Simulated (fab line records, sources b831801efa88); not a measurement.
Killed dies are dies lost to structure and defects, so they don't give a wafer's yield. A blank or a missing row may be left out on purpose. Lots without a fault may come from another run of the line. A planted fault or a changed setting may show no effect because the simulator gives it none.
Chamber matching | flow gf180mcu | GF_V3_CMP_26 on cmp-01: 4 sister chambers
The step polishes, stops on SiO2, t overpolish 15 s, target thk 0 nm. 8 wafers are shown with their chamber, then 7 later ones without.

WAFERS WITH THEIR CHAMBER
wafer  | chamber | motor_current_A (A) | time_to_endpoint_s (s)
L866.1 | 1       | 9.5                 | 87
L866.2 | 2       | 12.4                | 85
L866.3 | 3       | 10.1                | 84
L868.1 | 2       | 13.3                | 84
L868.4 | 0       | 12.0                | 82
L868.5 | 3       | 9.9                 | 80
L873.3 | 0       | 11.5                | 87
L873.4 | 1       | 10.0                | 87

WAFERS WITHOUT THEIR CHAMBER
wafer  | motor_current_A (A) | time_to_endpoint_s (s)
L873.6 | 11.7                | 84
L874.2 | 13.0                | 87
L874.3 | 11.7                | 80
L874.6 | 9.5                 | 85
L881.3 | 11.3                | 90
L881.5 | 12.8                | 90
L881.6 | 10.0                | 83

WHICH CHAMBER EACH WENT THROUGH
wafer  | from the rows above          | in truth
L873.6 | 0                            | 0
L874.2 | 2                            | 2
L874.3 | can't be placed: 0 or 2      | 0
L874.6 | can't be placed: 1 or 3      | 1
L881.3 | can't be placed: 0 or 1 or 2 | 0
L881.5 | can't be placed: 2 or 0      | 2
L881.6 | can't be placed: 3 or 1      | 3
Placed correctly: 2 of 7. Can't be placed from these rows: 5 (the true chamber is among the candidates in 5). Placed wrongly: 0.
How it was worked out, from the rows above alone: a wafer's distance from a chamber is the root of the sum, over the readings, of the square of ((its reading less the chamber's mean) divided by the reading's scatter). The wafer belongs to the nearest chamber; if the next one is less than 2 further off, it can't be placed. A chamber's mean is the mean of its shown wafers. The scatter: the root of (the sum of the squares of (reading less its chamber's mean) over the shown wafers, divided by (wafers less chambers)).
